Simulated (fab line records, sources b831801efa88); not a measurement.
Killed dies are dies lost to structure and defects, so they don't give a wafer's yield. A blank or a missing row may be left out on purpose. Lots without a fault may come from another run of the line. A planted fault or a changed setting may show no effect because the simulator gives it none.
Which tool did it? | flow sky130 | 11 lots, 31 wafers sampled, at 4 steps of a route of 708

WHAT THE GAUGES READ, wafer by wafer
SKY_VIA2_THK_MEAS_01.
lot  | measured     | on            | VIA2_HDPCVD_THK (nm)
L471 | day 35 21:11 | film_metro-03 | 903 1175 904 1176
L472 | day 36 04:21 | film_metro-03 | 884 888 884 888
L473 | day 36 06:24 | film_metro-04 | 1193 1186 1191
L480 | day 38 15:12 | film_metro-04 | 1173 1182 1173
L481 | day 39 15:42 | film_metro-04 | 1189 1193 1189
L482 | day 40 21:16 | film_metro-04 | 1192 1192 1195
L484 | day 41 06:03 | film_metro-03 | 1178 1191 1191
L485 | day 41 06:24 | film_metro-04 | 1195 1182 1195
L486 | day 41 16:39 | film_metro-04 | 1193 1197 1179
L488 | day 42 12:01 | film_metro-03 | 1179 1204 1182
L491 | day 42 14:02 | film_metro-02 | 1190 1194 1198

SKY_VIA2_BOW_MEAS_03.
lot  | measured     | on            | VIA2_BOW (um)
L471 | day 36 01:04 | film_metro-03 | 78 88
L472 | day 36 11:03 | film_metro-04 | 86 84
L473 | day 36 06:46 | film_metro-03 | 86 80 81
L480 | day 38 15:34 | film_metro-04 | 85 71 84
L481 | day 39 16:04 | film_metro-02 | 91 84 84
L482 | day 40 21:38 | film_metro-04 | 94 83 78
L484 | day 41 06:25 | film_metro-03 | 96 87 95
L485 | day 41 06:46 | film_metro-04 | 98 98 97
L486 | day 41 17:01 | film_metro-03 | 85 82 79
L488 | day 42 12:22 | film_metro-04 | 88 87 96
L491 | day 42 14:23 | film_metro-03 | 68 80 76

WHICH TOOL RAN EACH LOT (tool, then ch and the chambers of the sampled wafers, then the start)
lot  | SKY_VIA1_CMP_24               | SKY_VIA2_HDPCVD_00
L471 | cmp-01 ch 0,3, day 34 17:49   | hdpcvd-02 ch 1,2, day 35 21:03
L472 | cmp-01 ch 2,3, day 35 00:42   | hdpcvd-02 ch 2, day 36 04:13
L473 | cmp-02 ch 0,1,3, day 35 02:38 | hdpcvd-01 ch 0,1,2, day 36 06:16
L480 | cmp-02 ch 0,1,3, day 37 10:57 | hdpcvd-01 ch 0,1,2, day 38 15:04
L481 | cmp-02 ch 0,1,3, day 38 12:59 | hdpcvd-01 ch 0,1,2, day 39 15:34
L482 | cmp-02 ch 0,3, day 39 18:50   | hdpcvd-01 ch 0,2, day 40 21:07
L484 | cmp-01 ch 0,1,3, day 40 03:44 | hdpcvd-02 ch 0,1,2, day 41 05:56
L485 | cmp-02 ch 0,3, day 40 04:01   | hdpcvd-02 ch 1,2, day 41 06:17
L486 | cmp-02 ch 0,1,3, day 40 12:32 | hdpcvd-01 ch 1,2, day 41 16:31
L488 | cmp-02 ch 1,2,3, day 41 10:37 | hdpcvd-01 ch 0,1,2, day 42 11:53
L491 | cmp-02 ch 1,3, day 41 13:00   | hdpcvd-01 ch 0,1,2, day 42 13:55
- SKY_VIA1_CMP_24: polishes, stops on SiO2, t overpolish 15 s, target thk 0 nm.
- SKY_VIA2_HDPCVD_00: deposits SiO2, target thk 1180 nm, time 196.7 s.

WHAT THE TOOLS THEMSELVES READ (means of the sampled wafers that have a number; where no wafer has one, the mark that the record gives instead)
SKY_VIA1_CMP_24.
lot  | tool   | motor_current_A (A) | overpolish_run_s (s) | time_to_endpoint_s (s)
L471 | cmp-01 | 11.4                | 14.986               | 64
L472 | cmp-01 | 12.0                | 15.000               | 64
L473 | cmp-02 | 11.3                | 15.002               | 65
L480 | cmp-02 | 11.4                | 15.004               | 65
L481 | cmp-02 | 11.8                | 14.999               | 66
L482 | cmp-02 | 11.1                | 15.011               | 68
L484 | cmp-01 | 11.4                | 14.999               | 64
L485 | cmp-02 | 11.5                | 15.013               | 65
L486 | cmp-02 | 11.5                | 15.008               | 67
L488 | cmp-02 | 11.6                | 14.997               | 70
L491 | cmp-02 | 11.3                | 15.010               | 67

SKY_VIA2_HDPCVD_00.
lot  | tool      | susceptor_temp_C (C)
L471 | hdpcvd-02 | 400.12
L472 | hdpcvd-02 | 400.18
L473 | hdpcvd-01 | 400.24
L480 | hdpcvd-01 | 399.99
L481 | hdpcvd-01 | 399.91
L482 | hdpcvd-01 | 399.90
L484 | hdpcvd-02 | 399.87
L485 | hdpcvd-02 | 400.19
L486 | hdpcvd-01 | 400.27
L488 | hdpcvd-01 | 400.09
L491 | hdpcvd-01 | 400.13

THE ANSWER, worked out from the rows above alone
Rule: what is usual is taken from the lots themselves. Put in order of their means at a reading, lots are off if they are a third of the lots or fewer, leave a main group of 4 or more, and stand apart from it by a gap of 3 or more times the standard deviation of the main group's means; of several such gaps the widest counts. A main group whose means are all the same, to the digits that the tables above print for the reading, isn't used. A lot without any number at a reading at which 4 lots or more have one is off too. The other lots that the step has rows for count as sound. The gauges are gone through in route order, then the tools' own readings, and for those a lot's mean is taken as printed above. The first step at which some lot is off is used, and at that step the reading that is off furthest; a lot without a number counts as furthest.
Off: L471, L472, at SKY_VIA2_THK_MEAS_01 (VIA2_HDPCVD_THK). The main group: mean 1189 nm, standard deviation 5.
A tool fits if, at a process step before that reading, it ran every lot that is off, and no sound lot after the first of them. The gauges at SKY_VIA2_THK_MEAS_01 are tried like those tools. None of those tried fits.

WHAT THE SIMULATOR HAD PUT IN
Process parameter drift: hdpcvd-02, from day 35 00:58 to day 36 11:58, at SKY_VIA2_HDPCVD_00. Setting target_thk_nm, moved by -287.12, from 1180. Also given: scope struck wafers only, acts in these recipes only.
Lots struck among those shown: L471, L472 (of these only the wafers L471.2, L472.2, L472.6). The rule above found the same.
